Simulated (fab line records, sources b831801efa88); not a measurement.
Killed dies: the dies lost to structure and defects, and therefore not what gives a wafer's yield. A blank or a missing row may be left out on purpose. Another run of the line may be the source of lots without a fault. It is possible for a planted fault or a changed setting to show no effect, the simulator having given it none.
Chamber matching + flow sfq_line + 4 sister chambers for SFQ_TRILAYER_I6_CMP_CMP_166 on cmp-01
The step polishes SiO2. 8 wafers are shown with their chamber, then 7 later ones without.

WAFERS WITH THEIR CHAMBER
| wafer  | chamber | motor_current_A (A) | time_to_endpoint_s (s) |
|--------|---------|---------------------|------------------------|
| L130.4 | 0       | 10.7                | 217                    |
| L131.5 | 0       | 11.5                | 221                    |
| L131.6 | 3       | 10.8                | 211                    |
| L144.3 | 3       | 10.6                | 204                    |
| L145.5 | 2       | 7.9                 | 213                    |
| L145.6 | 1       | 9.9                 | 218                    |
| L149.1 | 2       | 8.1                 | 191                    |
| L149.3 | 1       | 10.0                | 200                    |

WAFERS WHOSE CHAMBER IS MISSING
| wafer  | motor_current_A (A) | time_to_endpoint_s (s) |
|--------|---------------------|------------------------|
| L149.4 | 10.9                | 202                    |
| L150.1 | 11.3                | 211                    |
| L150.3 | 9.9                 | 216                    |
| L150.4 | 9.9                 | 216                    |
| L152.4 | 10.1                | 211                    |
| L152.5 | 8.7                 | 213                    |
| L152.6 | 9.9                 | 211                    |

EACH ONE'S CHAMBER
| wafer  | from the rows above     | in truth                   |
|--------|-------------------------|----------------------------|
| L149.4 | can't be placed: 3 or 0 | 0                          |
| L150.1 | can't be placed: 0 or 3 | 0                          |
| L150.3 | 1                       | 1                          |
| L150.4 | 1                       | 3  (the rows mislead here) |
| L152.4 | can't be placed: 1 or 3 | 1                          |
| L152.5 | can't be placed: 2 or 1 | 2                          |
| L152.6 | 1                       | 1                          |
Correctly placed: 2 of 7. Can't be placed from these rows: 4 (the true chamber is among the candidates in 4). Wrongly placed: 1.
How it was worked out, from the rows above alone: a wafer's distance from a chamber is the root of the sum, over the readings, of the square of ((its reading less the chamber's mean) divided by the reading's scatter). If the next closest chamber is less than 2 further off than the closest, the wafer can't be placed; otherwise it belongs to the closest. A chamber's mean is the mean of its shown wafers. How the scatter is found: for the shown wafers, subtract from each reading the mean of its chamber, square and add these, divide the total by (wafers less chambers), then take the root.
